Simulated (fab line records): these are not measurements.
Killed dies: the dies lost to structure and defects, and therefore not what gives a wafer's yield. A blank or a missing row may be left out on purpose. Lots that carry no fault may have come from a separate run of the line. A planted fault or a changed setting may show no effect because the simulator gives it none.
Chamber matching -- flow sky130 -- SKY_PASSIVATION_ETCH_11 on rie-diel-04 has 4 sister chambers
The step etches the open film in CF4/O2, stops on AlCu, target depth 725 nm, time 161.1 s. 16 wafers are shown with their chamber, then 8 later ones without.

## WAFERS PAIRED WITH THEIR CHAMBERS
wafer,chamber,drypump-motor-current-A (A),throttle-valve-pct (%),oes-product-au (a.u.)
L074.2,1,5.7,5.984,0.991
L074.4,3,6.4,5.959,0.985
L074.5,0,5.3,5.962,0.989
L083.1,0,5.3,5.962,0.977
L083.3,1,5.7,5.964,0.974
L083.4,2,6.3,5.962,0.985
L087.2,1,5.6,5.959,0.976
L087.5,2,6.2,5.949,0.984
L087.6,1,5.7,5.954,0.987
L091.1,1,5.7,5.953,0.980
L091.4,3,6.5,5.969,0.983
L091.5,0,5.2,5.962,0.981
L092.1,0,5.3,5.963,0.986
L092.5,0,5.3,5.960,0.989
L092.6,1,5.7,5.957,0.990
L094.1,0,5.3,5.976,0.983

SIGNATURES (means of the wafers above)
reading,chamber 0,chamber 1,chamber 2,chamber 3,scatter within a chamber
drypump-motor-current-A,5.283,5.683,6.250,6.450,0.0471
throttle-valve-pct,5.96417,5.96183,5.95550,5.96400,0.00901
oes-product-au,0.98417,0.98300,0.98450,0.98400,0.00565
Rule: for each reading, subtract the chamber's mean from the wafer's reading, divide by that reading's scatter and square the result; add these up over the readings and take the root, which gives the wafer's distance from the chamber. The wafer belongs to the nearest chamber; if the next one is less than 2 further off, it can't be placed. The scatter: take each reading less its chamber's mean, square it, sum over the shown wafers, divide by the number of wafers less the number of chambers, and take the root.

## WAFERS WITHOUT THEIR CHAMBER
wafer,drypump-motor-current-A (A),throttle-valve-pct (%),oes-product-au (a.u.)
L094.2,6.3,5.972,0.978
L094.3,6.4,5.961,0.986
L094.4,5.7,5.960,0.992
L094.5,5.2,5.967,0.988
L094.6,6.4,5.978,0.982
L095.2,6.2,5.954,0.984
L095.3,5.7,5.945,0.970
L095.6,6.2,5.968,0.979

## WHICH CHAMBER EACH WENT THROUGH
wafer,from the rows above,in truth
L094.2,can't be placed: 2 or 3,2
L094.3,3,3
L094.4,1,1
L094.5,0,0
L094.6,3,3
L095.2,2,2
L095.3,1,1
L095.6,2,2
Placed correctly: 7 of 8. Unplaceable from these rows: 1, with the true chamber sitting among the candidates in 1. Number placed wrongly: 0.
